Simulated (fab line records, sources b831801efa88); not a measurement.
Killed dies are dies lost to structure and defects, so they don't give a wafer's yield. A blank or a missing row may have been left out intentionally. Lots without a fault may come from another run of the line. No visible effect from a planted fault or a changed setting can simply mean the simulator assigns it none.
The tool behind it: which one? | flow sky130 | 36 wafers from 12 lots sampled at 3 of the route's 708 steps

WHAT EACH GAUGE READ, for each wafer
SKY_SPACER_THK_MEAS_01.
lot  | measured     | on            | SPACER_CVD_00_THK (nm)
L611 | day 24 09:12 | film metro-01 | 42.7 43.5 42.9
L610 | day 24 10:24 | film metro-01 | 43.7 43.8 43.8
L613 | day 25 08:26 | film metro-04 | 43.5 43.2 43.5
L614 | day 25 14:50 | film metro-03 | 43.2 43.2 43.0
L616 | day 26 09:05 | film metro-03 | 42.7 43.2 42.8
L618 | day 27 11:00 | film metro-03 | 42.9 43.3 43.0
L620 | day 28 08:55 | film metro-04 | 42.5 42.8 42.9
L621 | day 28 14:21 | film metro-03 | 42.9 42.6 42.7
L627 | day 30 10:17 | film metro-03 | 43.0 43.1 43.3
L628 | day 30 22:42 | film metro-01 | 43.3 43.3 43.5
L630 | day 31 08:49 | film metro-04 | 42.4 42.3 42.3
L631 | day 31 10:35 | film metro-04 | 44.1 43.7 44.0

SKY_METAL2_THK_MEAS_06: measures by xrf.
lot  | measured     | on            | METAL2_ALCU_THK (nm)
L611 | day 36 00:40 | film metro-02 | 241.7 245.7 244.8
L610 | day 36 01:35 | film metro-02 | 239.0 244.6 239.8
L613 | day 36 18:17 | film metro-03 | 243.8 242.7 241.2
L614 | day 37 01:10 | film metro-02 | 245.0 246.6 245.6
L616 | day 37 17:41 | film metro-02 | 245.2 243.1 237.9
L618 | day 38 15:14 | film metro-04 | 247.7 249.0 244.9
L620 | day 39 09:14 | film metro-02 | 244.6 243.5 241.3
L621 | day 39 13:48 | film metro-03 | 240.1 242.2 242.5
L627 | day 41 00:17 | film metro-04 | 238.5 239.1 237.7
L628 | day 41 13:08 | film metro-04 | 240.2 241.9 240.1
L630 | day 41 19:49 | film metro-02 | 244.7 243.5 243.5
L631 | day 41 21:50 | film metro-02 | 244.2 241.7 243.2

WHAT TOOL EACH LOT RAN ON (gives the tool, then ch and the chambers of the sampled wafers, and finally the start)
lot  | SKY_LDD_HVP_STRIP_09
L611 | plasma asher-03 ch 0,1, day 22 23:52
L610 | plasma asher-04 ch 0,1, day 23 01:02
L613 | plasma asher-04 ch 0,1, day 23 23:15
L614 | plasma asher-03 ch 0,1, day 24 05:34
L616 | plasma asher-03 ch 0,1, day 25 00:20
L618 | plasma asher-01 ch 0,1, day 26 01:35
L620 | plasma asher-01 ch 0,1, day 26 22:20
L621 | plasma asher-03 ch 0,1, day 27 05:17
L627 | plasma asher-01 ch 0,1, day 29 01:42
L628 | plasma asher-03 ch 0,1, day 29 14:20
L630 | plasma asher-03 ch 0,1, day 30 00:11
L631 | plasma asher-01 ch 0,1, day 30 01:20
- SKY_LDD_HVP_STRIP_09: strips in O2/N2.

WHAT THE TOOLS THEMSELVES READ (means of the sampled wafers that have a number; where no wafer has one, the mark that the record gives instead)
SKY_LDD_HVP_STRIP_09.
lot  | tool            | drypump motor current A (A) | oes product au (a.u.) | strip time to endpoint s (s)
L611 | plasma asher-03 | 5.8                         | 0.409                 | 4.125
L610 | plasma asher-04 | 6.3                         | 0.412                 | 4.107
L613 | plasma asher-04 | 6.3                         | 0.407                 | 4.143
L614 | plasma asher-03 | 6.1                         | 0.406                 | 4.146
L616 | plasma asher-03 | 6.0                         | 0.407                 | 4.139
L618 | plasma asher-01 | 5.9                         | 0.411                 | 4.124
L620 | plasma asher-01 | 5.7                         | 0.408                 | 4.118
L621 | plasma asher-03 | 5.8                         | 0.409                 | 4.115
L627 | plasma asher-01 | 5.9                         | 0.411                 | 4.123
L628 | plasma asher-03 | 6.0                         | 0.406                 | 4.125
L630 | plasma asher-03 | 5.8                         | 0.401                 | 4.137
L631 | plasma asher-01 | 5.7                         | 0.411                 | 4.131

THE ANSWER, worked out from the rows above alone
Rule: what is usual is taken from the lots themselves. Put in order of their means at a reading, lots are off if they are a third of the lots or fewer, leave a main group of 4 or more, and stand apart from it by a gap of 3 or more times the standard deviation of the main group's means; of several such gaps the widest counts. A main group whose means are all the same, to the digits that the tables above print for the reading, isn't used. Also off: a lot with no number at a reading for which 4 or more lots have one. Any other lot the step has rows for is counted as sound. Order of review: gauges by route order, followed by the tools' own readings, for which a lot's mean as printed above is used. At the first step where some lot is off, the reading lying furthest off is the one used; lots without a number count as furthest.
Nothing can be told from this: no lot is off at any reading shown.

WHAT THE SIMULATOR PUT IN
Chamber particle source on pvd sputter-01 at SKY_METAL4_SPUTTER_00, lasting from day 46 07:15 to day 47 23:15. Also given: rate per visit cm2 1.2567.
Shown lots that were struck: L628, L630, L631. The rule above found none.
